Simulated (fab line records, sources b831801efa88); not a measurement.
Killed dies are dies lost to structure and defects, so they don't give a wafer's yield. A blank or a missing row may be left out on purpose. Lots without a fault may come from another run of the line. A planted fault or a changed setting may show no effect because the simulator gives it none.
fab line records | flow gf180mcu
record lots=10 wafers=30 last_day=34
route steps=602 shown MIM@504 M5@534 TOP_METAL@569 PASSIVATION@599
lots that met no fault: from a run of the same line without faults
start_h: hours from the record's first day to the start of the lot's first wafer shown | wait_h: hours since the lot's step before | " the same as in the row above | L1.1+2: a row that stands for several wafers | - no value, or no start given | * or withheld: withheld | < > ~ a bound
route shown NAME@n: a module of which the file shows steps, and the number in the route of the first | usual: mean/standard deviation of fault-free wafers | same: alike in all rows | chamber/n: place in a boat | sites: the reading at each site | _std_site: their standard deviation | _edge_site: outer sites' mean less inner sites' | radius_mm: how far each site lies from the wafer's centre | mask NAME#n: copy n | behind: the tool/chamber that last shaped the wafer | hold: why the lot was held/for how many hours/how that ended | device: the transistor (n, p or np) that didn't switch | end of line: the same wafers' tests at the end of the route | a step without rows: its recipe alone | killed: dies lost to structure and defects at the first sort, not the wafer's yield | map: a wafer's dies, x killed, . not, _ none there
set.NAME: the setting as run; set.NAME@STEP: as run at that earlier step | model.NAME: the simulator's own value behind a step, which no gauge read
steps of the route over a sample of lots; a table a step, a row a wafer
services: from which hour (start_h, from the record's first day; less than 0 if before it) a tool's chamber was out of use, for how many hours, and why
## steps
# step GF_MIM_SPUTTER_01
# recipe material=TiN target_thk_nm=30 power_w=6500 time_s=25 chamber_pressure_pa=0.4
# usual throttle_valve_pct=29.8/1.4
# columns lot.wafer tool chamber start_h wait_h throttle_valve_pct
L537.2 pvd_sputter-03 - 577.21 0.1 28.7
L537.5 " - " " 29.0
L537.6 " - " " 30.4
L539.2 pvd_sputter-01 - 595.58 0.1 29.1
L539.3 " - " " 30.0
L539.5 " - " " 30.3
L540.1 pvd_sputter-01 - 605.88 0.1 29.0
L540.2 " - " " 29.9
L540.5 " - " " 28.9
L543.1 pvd_sputter-03 - 625.30 0.1 30.6
L543.2 " - " " 28.7
L543.5 " - " " 29.0
L544.1 pvd_sputter-01 - 631.81 0.1 30.1
L544.2 " - " " 30.6
L544.3 " - " " 28.7
L548.1 pvd_sputter-03 - 663.57 0.1 29.2
L548.3 " - " " 29.0
L548.6 " - " " 28.9
L552.1 pvd_sputter-01 - 688.32 0.1 30.2
L552.4 " - " " 28.9
L552.5 " - " " 29.9
L556.1 pvd_sputter-02 - 718.77 0.1 33.1
L556.3 " - " " 31.0
L556.4 " - " " 31.7
L557.1 pvd_sputter-03 - 724.09 0.1 29.3
L557.2 " - " " 28.7
L557.4 " - " " 29.1
L558.3 pvd_sputter-02 - 729.88 0.1 33.3
L558.4 " - " " 31.7
L558.6 " - " " 28.5
# step GF_M5_OVL_MEAS_08
# usual M5_OVL=0/4.5
# columns lot.wafer tool chamber start_h wait_h M5_OVL[nm]
L537.2 overlay-01 - 620.23 0.1 7
L537.5 " - " " -2
L537.6 " - " " 4
L539.2 overlay-02 - 636.38 0.1 -4
L539.3 " - " " -3
L539.5 " - " " 0
L540.1 overlay-02 - 647.77 0.1 -2
L540.2 " - " " -2
L540.5 " - " " -1
L543.1 overlay-02 - 665.88 0.1 -1
L543.2 " - " " -10
L543.5 " - " " -4
L544.1 overlay-02 - 672.32 0.1 2
L544.2 " - " " -1
L544.3 " - " " 1
L548.1 overlay-02 - 702.17 0.1 -1
L548.3 " - " " 1
L548.6 " - " " 0
L552.1 overlay-02 - 726.13 0.1 6
L552.4 " - " " 0
L552.5 " - " " 7
L556.1 overlay-02 - 752.67 0.1 -7
L556.3 " - " " -5
L556.4 " - " " -6
L557.1 overlay-02 - 758.12 0.1 4
L557.2 " - " " 6
L557.4 " - " " 3
L558.3 overlay-02 - 763.28 0.1 0
L558.4 " - " " -2
L558.6 " - " " 1
# step GF_TOP_METAL_SPUTTER_02
# recipe material=AlCu target_thk_nm=900 power_w=10600 chamber_pressure_pa=0.3 substrate_temp_c=250 gas=Ar time_s=47.82
# usual throttle_valve_pct=29.4/0.94
# columns lot.wafer tool chamber start_h wait_h throttle_valve_pct
L537.2 pvd_sputter-01 - 643.87 0.0 30.7
L537.5 " - " " 28.8
L537.6 " - " " 30.1
L539.2 pvd_sputter-03 - 658.97 0.0 30.6
L539.3 " - " " 29.3
L539.5 " - " " 30.3
L540.1 pvd_sputter-01 - 670.25 0.0 29.0
L540.2 " - " " 28.3
L540.5 " - " " 28.2
L543.1 pvd_sputter-03 - 688.47 0.0 30.5
L543.2 " - " " 28.7
L543.5 " - " " 28.7
L544.1 pvd_sputter-01 - 694.67 0.0 30.3
L544.2 " - " " 30.5
L544.3 " - " " 29.0
L548.1 pvd_sputter-01 - 722.77 0.0 30.6
L548.3 " - " " 30.0
L548.6 " - " " 29.0
L552.1 pvd_sputter-04 - 746.09 0.0 31.6
L552.4 " - " " 29.8
L552.5 " - " " 28.9
L556.1 pvd_sputter-03 - 771.33 0.0 28.6
L556.3 " - " " 28.5
L556.4 " - " " 30.6
L557.1 pvd_sputter-03 - 776.86 0.0 30.2
L557.2 " - " " 28.7
L557.4 " - " " 29.5
L558.3 pvd_sputter-03 - 782.30 0.0 28.7
L558.4 " - " " 29.1
L558.6 " - " " 30.7
# step GF_TOP_METAL_RS_MEAS_05
# recipe thk_meas_gauge=four-point-probe reads=TiN_of_TOP_METAL_SPUTTER_04+Ti_of_TOP_METAL_SPUTTER_03+AlCu_of_TOP_METAL_SPUTTER_02+TiN_of_TOP_METAL_SPUTTER_01+Ti_of_TOP_METAL_SPUTTER_00
# usual TOP_METAL_ALCU_RS=0.0328/0.00032
# columns lot.wafer tool chamber start_h wait_h TOP_METAL_ALCU_RS[ohm/sq]
L537.2 film_metro-04 - 643.98 0.0 0.0328
L537.5 " - " " 0.0328
L537.6 " - " " 0.0324
L539.2 film_metro-04 - 659.09 0.0 0.0327
L539.3 " - " " 0.0326
L539.5 " - " " 0.0328
L540.1 film_metro-04 - 670.34 0.0 0.0328
L540.2 " - " " 0.0328
L540.5 " - " " 0.0327
L543.1 film_metro-03 - 688.56 0.0 0.0331
L543.2 " - " " 0.0330
L543.5 " - " " 0.0326
L544.1 film_metro-04 - 694.76 0.0 0.0370
L544.2 " - " " 0.0327
L544.3 " - " " 0.0325
L548.1 film_metro-03 - 722.86 0.0 0.0323
L548.3 " - " " 0.0365
L548.6 " - " " 0.0324
L552.1 film_metro-03 - 746.18 0.0 0.0331
L552.4 " - " " 0.0332
L552.5 " - " " 0.0331
L556.1 film_metro-04 - 771.42 0.0 0.0328
L556.3 " - " " 0.0325
L556.4 " - " " 0.0327
L557.1 film_metro-04 - 776.95 0.0 0.0333
L557.2 " - " " 0.0335
L557.4 " - " " 0.0331
L558.3 film_metro-03 - 782.43 0.1 0.0327
L558.4 " - " " 0.0325
L558.6 " - " " 0.0324
# step GF_TOP_METAL_THK_MEAS_06
# recipe thk_meas_gauge=xrf reads=AlCu_of_TOP_METAL_SPUTTER_02
# usual TOP_METAL_ALCU_THK=907/9.1
# columns lot.wafer tool chamber start_h wait_h TOP_METAL_ALCU_THK[nm]
L537.2 film_metro-04 - 644.09 0.1 902
L537.5 " - " " 909
L537.6 " - " " 918
L539.2 film_metro-04 - 659.20 0.1 907
L539.3 " - " " 914
L539.5 " - " " 909
L540.1 film_metro-04 - 670.46 0.1 907
L540.2 " - " " 910
L540.5 " - " " 910
L543.1 film_metro-03 - 688.68 0.1 899
L543.2 " - " " 904
L543.5 " - " " 910
L544.1 film_metro-04 - 694.88 0.1 807
L544.2 " - " " 909
L544.3 " - " " 914
L548.1 film_metro-03 - 722.98 0.1 923
L548.3 " - " " 816
L548.6 " - " " 915
L552.1 film_metro-03 - 746.30 0.1 897
L552.4 " - " " 899
L552.5 " - " " 899
L556.1 film_metro-04 - 771.54 0.1 900
L556.3 " - " " 907
L556.4 " - " " 905
L557.1 film_metro-04 - 777.07 0.1 890
L557.2 " - " " 885
L557.4 " - " " 899
L558.3 film_metro-03 - 782.53 0.1 913
L558.4 " - " " 919
L558.6 " - " " 918
# step GF_TOP_METAL_METAL_ETCH_16
# recipe chemistry=Cl2/BCl3 mask_material=NOVOLAK target_depth_nm=1077.5 stop_on=SiO2 pressure_mtorr=8 icp_w=800 bias_w=140 Cl2_flow_sccm=80 bcl3_flow_sccm=40 time_s=179.6
# usual drypump_motor_current_A=5.6/0.55 he_backside_leak_sccm=3.30/0.23 oes_product_au=0.965/0.0067 rf_fwd_power_W=796/3.1 throttle_valve_pct=28.258/0.011
# columns lot.wafer tool chamber start_h wait_h drypump_motor_current_A he_backside_leak_sccm oes_product_au rf_fwd_power_W rf_hours_counter_h throttle_valve_pct
L537.2 rie_metal-01 0 663.92 0.0 6.2 3.05 0.961 797 7 28.260
L537.5 " 1 " " 5.1 3.47 0.977 797 - 28.256
L537.6 " 0 " " 6.2 3.14 0.977 798 - 28.259
L539.2 rie_metal-01 1 678.22 0.0 5.1 3.62 0.964 802 3 28.262
L539.3 " 0 " " 6.2 3.29 0.967 801 - 28.243
L539.5 " 1 " " 5.1 3.56 0.964 800 - 28.259
L540.1 rie_metal-03 0 689.16 0.0 5.7 3.41 0.961 794 7 28.249
L540.2 " 0 " " 5.7 3.42 0.958 795 - 28.264
L540.5 " 0 " " 5.7 3.50 0.968 798 - 28.265
L543.1 rie_metal-01 1 706.92 0.0 5.0 3.48 0.963 797 4 28.274
L543.2 " 0 " " 6.2 3.14 0.964 795 8 28.263
L543.5 " 1 " " 5.1 3.58 0.966 797 - 28.255
L544.1 rie_metal-01 0 712.27 0.0 6.2 3.24 0.905 800 9 28.315
L544.2 " 1 " " 5.1 3.57 0.962 798 5 28.254
L544.3 " 1 " " 5.1 3.30 0.969 795 - 28.264
L548.1 rie_metal-01 1 739.82 0.0 5.1 3.69 0.973 797 6 28.256
L548.3 " 0 " " 6.2 3.10 0.911 797 - 28.330
L548.6 " 1 " " 5.1 3.64 0.963 794 - 28.250
L552.1 rie_metal-03 0 762.37 0.0 5.7 3.23 0.947 798 11 28.267
L552.4 " 0 " " 5.7 3.27 0.962 793 - 28.258
L552.5 " 0 " " 5.7 3.32 0.955 795 - 28.264
L556.1 rie_metal-04 0 786.17 0.0 6.3 3.14 0.970 797 13 28.244
L556.3 " 1 " " 6.1 3.48 0.969 797 - 28.262
L556.4 " 0 " " 6.3 3.17 0.959 796 - 28.256
L557.1 rie_metal-03 0 791.77 0.0 5.6 3.38 0.950 791 13 28.266
L557.2 " 1 " " 4.8 3.00 0.953 798 4 28.281
L557.4 " 1 " " 4.8 2.86 0.959 797 - 28.258
L558.3 rie_metal-01 0 797.77 0.1 6.2 3.25 0.969 798 - 28.254
L558.4 " 1 " " 5.1 3.49 0.970 800 - 28.231
L558.6 " 0 " " 6.1 3.34 0.962 796 - 28.243
# step GF_PASSIVATION_STRIP_12
# recipe chemistry=O2/N2 power_w=1400 pressure_mtorr=1500 platen_temp_c=250 o2_flow_sccm=3000 n2_flow_sccm=300 overash_fraction=0.5
# usual drypump_motor_current_A=5.7/0.41 heater_power_w=340/32 oes_product_au=0.720/0.0042 strip_time_to_endpoint_s=34.66/0.28
# columns lot.wafer tool chamber start_h wait_h drypump_motor_current_A heater_power_w oes_product_au rf_hours_counter_h strip_time_to_endpoint_s
L537.2 plasma_asher-04 1 684.79 0.1 5.2 308 0.719 110 34.59
L537.5 " 1 " " 5.2 301 0.724 - 34.59
L537.6 " 0 " " 6.5 326 0.721 - 34.31
L539.2 plasma_asher-03 1 697.90 0.1 5.7 366 0.719 62 34.30
L539.3 " 1 " " 5.7 367 0.728 - 34.35
L539.5 " 1 " " 5.7 374 0.721 - 34.32
L540.1 plasma_asher-02 0 708.95 0.1 6.1 316 0.721 29 34.45
L540.2 " 1 " " 5.6 334 0.725 29 34.55
L540.5 " 0 " " 6.1 312 0.717 - 34.33
L543.1 plasma_asher-02 0 726.34 0.1 6.1 311 0.719 31 35.02
L543.2 " 1 " " 5.6 329 0.721 31 34.43
L543.5 " 1 " " 5.6 336 0.721 - 34.89
L544.1 plasma_asher-02 0 731.35 0.1 6.0 311 0.718 32 34.63
L544.2 " 1 " " 5.6 326 0.724 32 34.07
L544.3 " 1 " " 5.6 330 0.720 - 34.22
L548.1 plasma_asher-04 0 757.29 0.1 6.5 338 0.719 1 34.56
L548.3 " 0 " " 6.6 324 0.727 - 35.02
L548.6 " 1 " " 5.2 308 0.715 - 34.82
L552.1 plasma_asher-02 0 779.55 0.1 6.0 313 0.715 37 34.38
L552.4 " 1 " " 5.6 327 0.723 - 34.51
L552.5 " 0 " " 6.0 314 0.721 - 35.21
L556.1 plasma_asher-03 1 802.34 0.1 5.7 386 0.727 73 34.41
L556.3 " 1 " " 5.7 369 0.722 - 35.01
L556.4 " 0 " " 5.3 388 0.723 - 34.73
L557.1 plasma_asher-03 0 807.95 0.1 5.3 392 0.713 74 34.53
L557.2 " 1 " " 5.7 372 0.718 74 35.11
L557.4 " 1 " " 5.7 367 0.719 - 34.67
L558.3 plasma_asher-03 1 814.08 0.2 5.7 374 0.722 - 34.37
L558.4 " 0 " " 5.3 392 0.726 - 34.25
L558.6 " 1 " " 5.8 366 0.721 - 34.72
## services
# columns tool chamber start_h hours kind
plasma_asher-04 - 572.04 1.2 repair
pvd_sputter-01 2 579.68 - consumable_replace:kit
pvd_sputter-01 2 579.68 18.0 scheduled_down
pvd_sputter-01 2 579.68 18.0 vent_cycle
plasma_asher-03 - 589.12 0.8 repair
rie_metal-04 - 611.88 5.5 repair
plasma_asher-03 - 628.80 9.9 pm
rie_metal-03 0 630.43 22.6 repair
plasma_asher-04 - 656.84 2.3 repair
plasma_asher-04 - 658.31 0.5 repair
rie_metal-04 0 680.23 14.9 repair
rie_metal-04 - 683.24 0.9 repair
pvd_sputter-03 2 702.69 - consumable_replace:kit
pvd_sputter-03 2 702.69 18.0 scheduled_down
pvd_sputter-03 2 702.69 18.0 vent_cycle
pvd_sputter-01 1 714.20 - consumable_replace:kit
pvd_sputter-02 - 716.08 0.7 repair
plasma_asher-04 - 724.71 0.5 repair
plasma_asher-04 - 733.75 9.0 pm
plasma_asher-03 - 752.53 2.8 pm
plasma_asher-03 - 756.91 6.1 repair
pvd_sputter-03 - 794.41 10.7 repair
pvd_sputter-02 - 795.38 0.8 repair
rie_metal-03 1 801.10 12.2 repair
## key
first_sign step=GF_TOP_METAL_RS_MEAS_05 reading=TOP_METAL_ALCU_RS direction=up sigmas=12 usual=0.0328 struck=0.0367
effect step=GF_TOP_METAL_THK_MEAS_06 reading=TOP_METAL_ALCU_THK direction=down sigmas=10 usual=907 struck=812
effect step=GF_TOP_METAL_METAL_ETCH_16 reading=oes_product_au direction=down sigmas=8.4 usual=0.965 struck=0.908
met_at GF_TOP_METAL_SPUTTER_02
struck_lots L544,L548
struck_wafers L544.1,L548.3
not_acting_at GF_MIM_SPUTTER_01,GF_M5_OVL_MEAS_08,GF_PASSIVATION_STRIP_12
onset_between 643.87 694.67
fault kind=process_parameter_drift tool=pvd_sputter-01 chamber=- onset_h=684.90 steps=GF_TOP_METAL_SPUTTER_02 channel=time_s offset=* shape=step end_h=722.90 acts_in=* stated=* scope=struck_wafers_only
